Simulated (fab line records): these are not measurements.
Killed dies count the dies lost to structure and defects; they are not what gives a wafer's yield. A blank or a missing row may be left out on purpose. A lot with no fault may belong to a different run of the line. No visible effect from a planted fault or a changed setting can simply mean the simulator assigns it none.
Matching of chambers / flow gf180mcu / GF_V3_CMP_04 on cmp-01 has 4 sister chambers
The step polishes SiO2. 8 wafers are shown with their chamber, then 7 later ones without.

## WAFERS, EACH WITH ITS CHAMBER
wafer=L814.6; chamber=2; motor_current_A (A)=11.5; time_to_endpoint_s (s)=93
wafer=L815.5; chamber=3; motor_current_A (A)=13.9; time_to_endpoint_s (s)=90
wafer=L816.2; chamber=1; motor_current_A (A)=11.9; time_to_endpoint_s (s)=72
wafer=L816.3; chamber=3; motor_current_A (A)=13.5; time_to_endpoint_s (s)=83
wafer=L820.3; chamber=1; motor_current_A (A)=12.1; time_to_endpoint_s (s)=80
wafer=L820.5; chamber=0; motor_current_A (A)=12.1; time_to_endpoint_s (s)=85
wafer=L830.3; chamber=2; motor_current_A (A)=11.3; time_to_endpoint_s (s)=88
wafer=L830.5; chamber=0; motor_current_A (A)=11.9; time_to_endpoint_s (s)=96

## WAFERS WITH NO CHAMBER GIVEN
wafer=L830.6; motor_current_A (A)=12.3; time_to_endpoint_s (s)=87
wafer=L831.1; motor_current_A (A)=11.7; time_to_endpoint_s (s)=91
wafer=L831.2; motor_current_A (A)=12.1; time_to_endpoint_s (s)=90
wafer=L831.4; motor_current_A (A)=12.0; time_to_endpoint_s (s)=96
wafer=L834.1; motor_current_A (A)=12.0; time_to_endpoint_s (s)=89
wafer=L834.3; motor_current_A (A)=11.3; time_to_endpoint_s (s)=85
wafer=L834.6; motor_current_A (A)=13.9; time_to_endpoint_s (s)=91

## WHICH CHAMBER EACH WENT THROUGH
wafer=L830.6; from the rows above=can't be placed: 0 or 1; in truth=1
wafer=L831.1; from the rows above=can't be placed: 2 or 0 or 1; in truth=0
wafer=L831.2; from the rows above=can't be placed: 0 or 1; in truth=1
wafer=L831.4; from the rows above=0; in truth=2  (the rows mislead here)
wafer=L834.1; from the rows above=0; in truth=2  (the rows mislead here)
wafer=L834.3; from the rows above=2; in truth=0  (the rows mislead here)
wafer=L834.6; from the rows above=3; in truth=3
Correctly placed: 1 of 7. These rows do not allow placing 3 (true chamber among the candidates in 3). Number placed wrongly: 3.
How it was worked out, from the rows above alone: a wafer's distance from a chamber is the root of the sum, over the readings, of the square of ((its reading less the chamber's mean) divided by the reading's scatter). The wafer belongs to the nearest chamber; if the next one is less than 2 further off, it can't be placed. Each chamber's mean is taken over the wafers shown for it. The scatter: the root of (the sum of the squares of (reading less its chamber's mean) over the shown wafers, divided by (wafers less chambers)).
